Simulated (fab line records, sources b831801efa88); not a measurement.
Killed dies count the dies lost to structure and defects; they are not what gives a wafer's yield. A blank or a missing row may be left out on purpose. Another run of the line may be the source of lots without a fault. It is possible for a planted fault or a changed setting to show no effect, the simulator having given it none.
The tool behind it: which one? | flow gf180mcu | Sampling: 10 lots, 30 wafers, 6 of 602 route steps

WHAT EACH GAUGE READ, for each wafer
GF_V2_OVL_MEAS_15. Usual: V2_OVL typically reads 0 nm, with standard deviation 5.2.
lot  | measured     | on         | V2_OVL (nm) | flag
L292 | day 20 15:40 | overlay-02 | -2 -4 -3    |
L294 | day 21 10:28 | overlay-02 | 15 4 6      |
L299 | day 23 07:54 | overlay-02 | 0 -5 -2     |
L300 | day 23 19:53 | overlay-02 | -2 -10 -4   |
L304 | day 25 02:48 | overlay-02 | -1 -3 2     |
L308 | day 26 05:34 | overlay-02 | -1 4 -1     |
L309 | day 26 13:34 | overlay-01 | 0 -3 -1     |
L311 | day 27 06:34 | overlay-02 | 5 8 6       |
L312 | day 27 10:37 | overlay-01 | 1 -1 10     |
L314 | day 28 00:20 | overlay-02 | 3 -6 6      |

GF_M3_RS_MEAS_05: a four-point-probe measurement. Usual: M3_ALCU_RS typically reads 0.0696 ohm/sq, with standard deviation 0.00098.
lot  | measured     | on            | M3_ALCU_RS (ohm/sq)  | flag
L292 | day 20 17:17 | film metro-03 | 0.0701 0.0689 0.0698 |
L294 | day 21 12:07 | film metro-02 | 0.0719 0.0706 0.0712 |
L299 | day 23 09:31 | film metro-02 | 0.0942 0.0940 0.0946 | OFF
L300 | day 23 21:52 | film metro-03 | 0.0935 0.0947 0.0960 | OFF
L304 | day 25 04:44 | film metro-03 | 0.0686 0.0692 0.0691 |
L308 | day 26 07:12 | film metro-02 | 0.0697 0.0703 0.0695 |
L309 | day 26 15:13 | film metro-01 | 0.0683 0.0685 0.0679 |
L311 | day 27 08:15 | film metro-03 | 0.0696 0.0684 0.0690 |
L312 | day 27 12:14 | film metro-01 | 0.0684 0.0700 0.0694 |
L314 | day 28 01:58 | film metro-02 | 0.0690 0.0698 0.0697 |

GF_M3_THK_MEAS_06: measures by xrf. Usual: M3_ALCU_THK typically reads 461 nm, with standard deviation 7.4.
lot  | measured     | on            | M3_ALCU_THK (nm) | flag
L292 | day 20 17:23 | film metro-03 | 460 467 462      |
L294 | day 21 12:14 | film metro-02 | 446 453 447      |
L299 | day 23 09:38 | film metro-02 | 346 344 344      | OFF
L300 | day 23 21:58 | film metro-03 | 347 346 340      | OFF
L304 | day 25 04:51 | film metro-03 | 471 467 466      |
L308 | day 26 07:19 | film metro-02 | 462 459 464      |
L309 | day 26 15:19 | film metro-01 | 462 466 468      |
L311 | day 27 08:20 | film metro-03 | 462 470 469      |
L312 | day 27 12:21 | film metro-01 | 467 454 459      |
L314 | day 28 02:04 | film metro-02 | 466 462 464      |

WHAT TOOL EACH LOT RAN ON (gives the tool, then ch and the chambers of the sampled wafers, and finally the start)
lot  | GF_M2_METAL_ETCH_16               | GF_V2_CVD_02                    | GF_M3_SPUTTER_02
L292 | rie metal-04 ch 0,1, day 19 14:12 | pecvd-03 ch 0,1, day 19 15:03   | pvd sputter-03, day 20 17:10
L294 | rie metal-01 ch 0,1, day 20 08:17 | pecvd-02 ch 0,1, day 20 09:04   | pvd sputter-01, day 21 12:01
L299 | rie metal-02 ch 0,1, day 22 07:41 | pecvd-03 ch 0,1,2, day 22 08:28 | pvd sputter-01, day 23 09:26
L300 | rie metal-04 ch 0, day 22 19:10   | pecvd-03 ch 0,1,2, day 22 19:58 | pvd sputter-01, day 23 21:44
L304 | rie metal-04 ch 0, day 24 03:20   | pecvd-02 ch 0,1, day 24 04:09   | pvd sputter-02, day 25 04:38
L308 | rie metal-02 ch 0,1, day 25 06:23 | pecvd-03 ch 1,2, day 25 07:34   | pvd sputter-01, day 26 07:05
L309 | rie metal-02 ch 0,1, day 25 14:29 | pecvd-01 ch 0,1, day 25 15:24   | pvd sputter-01, day 26 15:06
L311 | rie metal-01 ch 0,1, day 26 08:44 | pecvd-02 ch 0,1,2, day 26 09:31 | pvd sputter-01, day 27 08:06
L312 | rie metal-04 ch 0,1, day 26 12:18 | pecvd-02 ch 0,1, day 26 13:08   | pvd sputter-01, day 27 12:08
L314 | rie metal-01 ch 0,1, day 27 02:50 | pecvd-02 ch 1,2, day 27 03:36   | pvd sputter-01, day 28 01:50
- GF_M2_METAL_ETCH_16: etches the open film in Cl2/BCl3, stops on SiO2, target depth 627.5 nm, time 104.6 s.
- GF_V2_CVD_02: deposits SiO2 from TEOS, target thk 850 nm, time 94.851 s.
- GF_M3_SPUTTER_02: material AlCu, target thk 450 nm, time 23.9 s.

WHAT THE TOOLS THEMSELVES READ (means of the sampled wafers that have a number; where no wafer has one, the mark that the record gives instead)
GF_M2_METAL_ETCH_16. Usual: drypump motor current A 5.6 A, standard deviation 0.38; mfc cl2 sccm 80.02 sccm, standard deviation 0.24; oes product au 0.971 a.u., standard deviation 0.0077; throttle valve pct 28.250 %, standard deviation 0.011.
lot  | tool         | drypump motor current A (A) | mfc cl2 sccm (sccm) | oes product au (a.u.) | throttle valve pct (%) | flag
L292 | rie metal-04 | 5.9                         | 79.81               | 0.973                 | 28.256                 |
L294 | rie metal-01 | 5.2                         | 80.16               | 0.966                 | 28.255                 |
L299 | rie metal-02 | 5.6                         | 79.94               | 0.967                 | 28.252                 |
L300 | rie metal-04 | 5.5                         | 79.83               | 0.972                 | 28.244                 |
L304 | rie metal-04 | 5.5                         | 80.07               | 0.976                 | 28.240                 |
L308 | rie metal-02 | 5.6                         | 80.02               | 0.966                 | 28.262                 |
L309 | rie metal-02 | 5.8                         | 79.83               | 0.974                 | 28.252                 |
L311 | rie metal-01 | 5.4                         | 80.06               | 0.970                 | 28.250                 |
L312 | rie metal-04 | 5.7                         | 80.26               | 0.979                 | 28.250                 |
L314 | rie metal-01 | 5.4                         | 80.16               | 0.975                 | 28.243                 |

GF_V2_CVD_02. Usual: 662 W for heater power w, sd 69.
lot  | tool     | heater power w (W) | flag
L292 | pecvd-03 | 639                |
L294 | pecvd-02 | 682                |
L299 | pecvd-03 | 657                |
L300 | pecvd-03 | 633                |
L304 | pecvd-02 | 665                |
L308 | pecvd-03 | 702                |
L309 | pecvd-01 | 574                |
L311 | pecvd-02 | 677                |
L312 | pecvd-02 | 667                |
L314 | pecvd-02 | 660                |

GF_M3_SPUTTER_02. Usual: chamber pressure pa 0.4000 Pa, standard deviation 0.00085; throttle valve pct 30.3 %, standard deviation 0.93.
lot  | tool           | chamber pressure pa (Pa) | throttle valve pct (%) | flag
L292 | pvd sputter-03 | 0.3998                   | 29.2                   |
L294 | pvd sputter-01 | 0.3992                   | 30.4                   |
L299 | pvd sputter-01 | 0.4008                   | 29.7                   |
L300 | pvd sputter-01 | 0.4008                   | 30.4                   |
L304 | pvd sputter-02 | 0.3997                   | 30.8                   |
L308 | pvd sputter-01 | 0.4007                   | 30.4                   |
L309 | pvd sputter-01 | 0.4001                   | 30.3                   |
L311 | pvd sputter-01 | 0.3991                   | 30.8                   |
L312 | pvd sputter-01 | 0.4004                   | 30.4                   |
L314 | pvd sputter-01 | 0.4001                   | 30.3                   |

THE ANSWER, worked out from the rows above alone
Rule: a lot counts as off when the mean over its wafers that have a number is more than 3 standard deviations away from the usual mean. Also off: a lot with no number at a reading for which 4 or more lots have one. Where the step has rows for the other lots, those lots are counted as sound. First the gauges in route order, then the tools' own readings, where a lot's mean is used as printed above. At the first step where some lot is off, the reading lying furthest off is the one used; lots without a number count as furthest.
Off: at GF_M3_RS_MEAS_05 (M3_ALCU_RS), L299, L300.
A tool fits if, at a process step before that reading, it ran every lot that is off, and no sound lot after the first of them. The gauges at GF_M3_RS_MEAS_05 are tried like those tools. Of those tried, none fits.

WHAT THE SIMULATOR HAD INSERTED
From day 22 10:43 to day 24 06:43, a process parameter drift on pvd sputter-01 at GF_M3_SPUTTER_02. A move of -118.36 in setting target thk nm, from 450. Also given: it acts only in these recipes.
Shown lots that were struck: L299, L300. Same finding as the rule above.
